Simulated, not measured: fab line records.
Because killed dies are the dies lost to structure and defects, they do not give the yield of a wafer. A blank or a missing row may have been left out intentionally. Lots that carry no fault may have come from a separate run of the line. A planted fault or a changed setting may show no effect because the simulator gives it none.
A lot that was struck, set against a sound lot / flow sky130 / 29 out of 708 route steps
Sound: these wafers, L533.2, L533.4, L533.6. The struck wafers were L525.1, L525.2, L525.5. Last of all comes the cause.
Order at every step that has rows: each side's tool, ch and its chambers, its first start. Under that, the readings that differ: sound wafers / struck wafers / difference of the means / sigmas: that difference in standard deviations of wafers without a fault.
alike: same words and numbers on both sides, and readings whose means sit less than 2 such deviations apart. not compared: any withheld reading, any reading some wafer has no value for, any bound like >300 that may hide the same value, and any number with overlapping values for which the record gives no deviation.
The two part at a step that has a row with sigmas, a row that says differs or no value, or rows on one side only. Non-overlapping numbers with no deviation appear without sigmas and do not part them. A reading missing from all wafers of one side parts the sides only when that side holds two or more wafers.

first, 3 steps without rows for these wafers: SKY_METAL2_EXPOSE_12 (exposes mask MM2, target cd 140 nm); SKY_METAL2_PEB_13; SKY_METAL2_DEVELOP_14 (develop time 60 s).
SKY_METAL2_CD_MEAS_15: target cd 140 nm.
  sound on cd-sem-01 at day 39 12:13; struck on cd-sem-02 at day 37 13:31
  alike: cd-nm
SKY_METAL2_OVL_MEAS_16:
  sound on overlay-02 at day 39 12:20; struck on overlay-02 at day 37 13:38
  alike: METAL2_OVL
then, 1 step without rows for these wafers: SKY_METAL2_DESCUM_17 (chemistry O2, time 8 s).
SKY_METAL2_ETCH_18: etches BARC in N2/H2, stops on SiO2, time 45.9 s, target depth 60 nm.
  sound on rie-metal-01 ch 0,1, day 39 12:23; struck on rie-metal-01 ch 0,1, day 37 13:43
  alike: drypump-motor-current-A, he-backside-leak-sccm, oes-product-au, throttle-valve-pct
  not compared: rf-hours-counter-h
SKY_METAL2_METAL_ETCH_19: etches the open film in Cl2/BCl3, stops on SiO2, target depth 360 nm, time 78 s.
  sound on rie-metal-01 ch 0,1, day 39 12:27; struck on rie-metal-01 ch 0,1, day 37 13:46
  alike: drypump-motor-current-A, he-backside-leak-sccm, oes-product-au, throttle-valve-pct
  not compared: rf-hours-counter-h
SKY_METAL2_STRIP_20: strips in O2/N2.
  sound on plasma-asher-03 ch 0,1, day 39 12:32; struck on plasma-asher-02 ch 0,1, day 37 13:52
  alike: drypump-motor-current-A, o2-flow-sccm, oes-product-au, strip-time-to-endpoint-s
  not compared: rf-hours-counter-h
then, 3 steps without rows for these wafers: SKY_METAL2_STRIP_21 (strips in post etch residue remover, time 1200 s); SKY_METAL2_CLEAN_22 (cleans in IPA, time 180 s); SKY_METAL2_CLEAN_23 (cleans in O3/DIW).
SKY_VIA2_HDPCVD_00: deposits SiO2, target thk 1180 nm, time 196.7 s.
  sound on hdpcvd-02 ch 0,2, day 39 13:08; struck on hdpcvd-02 ch 0,1,2, day 37 14:29
  no value came back on the struck wafers for pressure-mtorr (mTorr), run-length-s (s); on the sound wafers pressure-mtorr (mTorr) reads 5.994 5.989 6.002
SKY_VIA2_CMP_02: polishes SiO2.
  sound on cmp-01 ch 0,2,3, day 39 13:22; struck on cmp-01 ch 0,1, day 37 14:43
  alike: motor-current-A
SKY_VIA2_BOW_MEAS_03:
  sound on film-metro-03 at day 39 13:38; struck on film-metro-02 at day 37 14:58
  alike: VIA2_BOW
then, 8 steps without rows for these wafers: SKY_VIA2_DEHYDRATE_04 (time 60 s); SKY_VIA2_HMDS_05 (prime time 60 s); SKY_VIA2_COAT_06 (resist thk 60 nm); SKY_VIA2_COAT_07 (resist thk 450 nm); SKY_VIA2_SOFTBAKE_08 (time 90 s); SKY_VIA2_EXPOSE_09 (exposes mask VIM2, target cd 200 nm); SKY_VIA2_PEB_10; SKY_VIA2_DEVELOP_11 (develop time 60 s).
SKY_VIA2_CD_MEAS_12: target cd 200 nm.
  sound on cd-sem-01 at day 40 13:53; struck on cd-sem-01 at day 38 16:31
  alike: cd-nm
SKY_VIA2_OVL_MEAS_13:
  sound on overlay-02 at day 40 14:00; struck on overlay-01 at day 38 16:38
  alike: VIA2_OVL
SKY_VIA2_ETCH_14: etches BARC in N2/H2, stops on SiO2, time 45.9 s, target depth 60 nm.
  sound on rie-diel-02 ch 1,2,3, day 40 14:02; struck on rie-diel-04 ch 0,1,2, day 38 16:41
  alike: drypump-motor-current-A, oes-product-au, throttle-valve-pct
  not compared: rf-hours-counter-h
SKY_VIA2_ETCH_15: etches SiO2 in C4F8/O2/Ar, stops on TiN, target depth 546 nm, time 84 s.
  sound on rie-diel-02 ch 1,2,3, day 40 14:04; struck on rie-diel-04 ch 0,1,2, day 38 16:43
reading=oes-product-au (a.u.); sound=0.946 0.940 0.947; struck=0.369 0.380 0.376; difference=-0.569; sigmas=-99 or more
reading=model.etch.depth-nm (nm); sound=495.6 493.1 496.3; struck=0 0 0; difference=-495; sigmas=
  not compared: rf-hours-counter-h
then, 1 step without rows for these wafers: SKY_VIA2_STRIP_16 (strips in O2/N2).
-- the record jumps here: 9 days lie between the struck wafers' starts before and after (it left off in module VIA2 and takes up again in module PAD_OPEN, whose first step shown is number 708 of the route) --
SKY_PAD_OPEN_PROBE_99:
  sound on prober-02 at day 49 02:07; struck on prober-02 at day 47 15:26
reading=defect-limited-yield (%); sound=80.7 83.3 82.7; struck=0 0 0; difference=-82; sigmas=-48
reading=killed_at_M0_to_M3; sound=35 38 44; struck=485 484 482; difference=+445; sigmas=+69
reading=killed-at-contacts; sound=28 26 22; struck=2 3 3; difference=-23; sigmas=-5
reading=killed-at-front-end; sound=26 15 18; struck=2 3 5; difference=-16; sigmas=-4
reading=killed-dies; sound=95 82 85; struck=492 492 492; difference=+405; sigmas=+47
reading=killed-on-rim; sound=15 19 23; struck=96 96 96; difference=+77; sigmas=+19
reading=killed-open; sound=55 38 45; struck=7 11 4; difference=-39; sigmas=-5
reading=killed-short; sound=38 43 40; struck=8 6 8; difference=-33; sigmas=-6
reading=sort_bin_3_pad_short (%); sound=0.8 1.2 1.0; struck=25.0 24.8 23.4; difference=+23.4; sigmas=+53
reading=sort_bin_5_function (%); sound=11.4 9.8 8.3; struck=73.4 70.9 74.4; difference=+63.1; sigmas=+42
reading=sort_bin_6_memory (%); sound=7.1 5.7 7.9; struck=1.6 4.3 2.2; difference=-4.2; sigmas=-4
reading=sort-n-pass; sound=397 410 407; struck=0 0 0; difference=-405; sigmas=-47
reading=sort-yield-pct (%); sound=80.7 83.3 82.7; struck=0 0 0; difference=-82; sigmas=-48
  alike: killed_at_M4_up, killed-at-other

== WHERE THEY PART ==
At SKY_VIA2_HDPCVD_00 first; at SKY_PAD_OPEN_PROBE_99 last (within this record only).

WHY: whatever the simulator had introduced
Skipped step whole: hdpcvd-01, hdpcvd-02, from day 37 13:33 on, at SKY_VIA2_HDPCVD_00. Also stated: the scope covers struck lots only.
